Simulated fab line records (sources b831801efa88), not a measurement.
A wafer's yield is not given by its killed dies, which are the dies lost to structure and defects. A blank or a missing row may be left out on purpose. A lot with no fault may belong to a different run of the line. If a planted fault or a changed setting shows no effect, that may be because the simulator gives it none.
Which tool did it?	flow sky130	6 lots, 18 wafers sampled, at 1 step of a route of 708

WHAT THE GAUGES READ, wafer by wafer
SKY_VT_ADJUST_HVTP_CD_MEAS_07: the cd target is 380 nm.
lot	measured	on	cd_nm (nm)
L216	day 7 12:11	cd_sem-02	380.2 376.1 379.1
L220	day 8 11:33	cd_sem-02	379.1 375.6 378.8
L225	day 9 20:32	cd_sem-02	378.4 381.6 379.5
L229	day 10 23:40	cd_sem-02	380.0 380.3 380.6
L233	day 11 21:01	cd_sem-01	377.7 376.4 376.2
L235	day 12 12:41	cd_sem-02	384.4 384.8 383.1

WHICH TOOL RAN EACH LOT (tool, then ch and the chambers of the sampled wafers, then the start)
The record shows no process step preceding these readings.

THE ANSWER, worked out from the rows above alone
Rule: the lots themselves supply what counts as usual. Put in order of their means at a reading, lots are off if they are a third of the lots or fewer, leave a main group of 4 or more, and stand apart from it by a gap of 3 or more times the standard deviation of the main group's means; of several such gaps the widest counts. The tables above print the reading to a certain number of digits; a main group whose means all agree to those digits is not used. Also off: a lot with no number at a reading for which 4 or more lots have one. Where the step has rows for the other lots, those lots are counted as sound.
Nothing can be told from this: no lot is off at any reading shown.

WHAT THE SIMULATOR HAD INSERTED
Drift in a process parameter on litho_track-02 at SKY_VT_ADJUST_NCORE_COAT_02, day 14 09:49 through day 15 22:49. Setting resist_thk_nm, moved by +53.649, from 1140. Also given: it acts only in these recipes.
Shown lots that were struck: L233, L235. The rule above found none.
